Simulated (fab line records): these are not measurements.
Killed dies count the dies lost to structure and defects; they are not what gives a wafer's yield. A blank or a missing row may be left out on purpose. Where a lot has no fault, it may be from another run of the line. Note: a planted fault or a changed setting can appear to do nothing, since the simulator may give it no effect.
Chamber matching -- flow gf180mcu -- cmp-01 running GF_V1_CMP_04: 4 sister chambers
The step polishes SiO2. 7 wafers are shown with their chamber, then 8 later ones without.

## WAFERS, EACH WITH ITS CHAMBER
wafer,chamber,motor_current_A (A),time_to_endpoint_s (s)
L683.1,1,11.8,80
L691.2,0,11.0,84
L691.4,2,10.8,81
L694.1,3,13.3,81
L694.4,0,11.3,86
L694.5,2,11.6,85
L695.1,3,12.8,80

## WAFERS WITH NO CHAMBER GIVEN
wafer,motor_current_A (A),time_to_endpoint_s (s)
L695.4,11.6,82
L695.6,10.7,82
L696.2,11.4,77
L696.4,11.4,83
L696.5,11.9,80
L697.2,13.6,83
L697.4,11.3,85
L697.5,11.0,89

## WHICH CHAMBER EACH ONE RAN IN
wafer,from the rows above,in truth
L695.4,can't be placed: 2 or 1 or 0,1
L695.6,can't be placed: 2 or 0 or 1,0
L696.2,can't be placed: 1 or 2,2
L696.4,can't be placed: 2 or 0 or 1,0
L696.5,1,1
L697.2,3,3
L697.4,can't be placed: 0 or 2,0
L697.5,can't be placed: 0 or 2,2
Correctly placed: 2 of 8. Can't be placed from these rows: 6 (the true chamber is among the candidates in 6). Wrongly placed: 0.
How it was worked out, from the rows above alone: a wafer's distance from a chamber is the root of the sum, over the readings, of the square of ((its reading less the chamber's mean) divided by the reading's scatter). If the next closest chamber is less than 2 further off than the closest, the wafer can't be placed; otherwise it belongs to the closest. For every chamber, the mean is computed from those of its wafers that are shown. How the scatter is found: for the shown wafers, subtract from each reading the mean of its chamber, square and add these, divide the total by (wafers less chambers), then take the root.
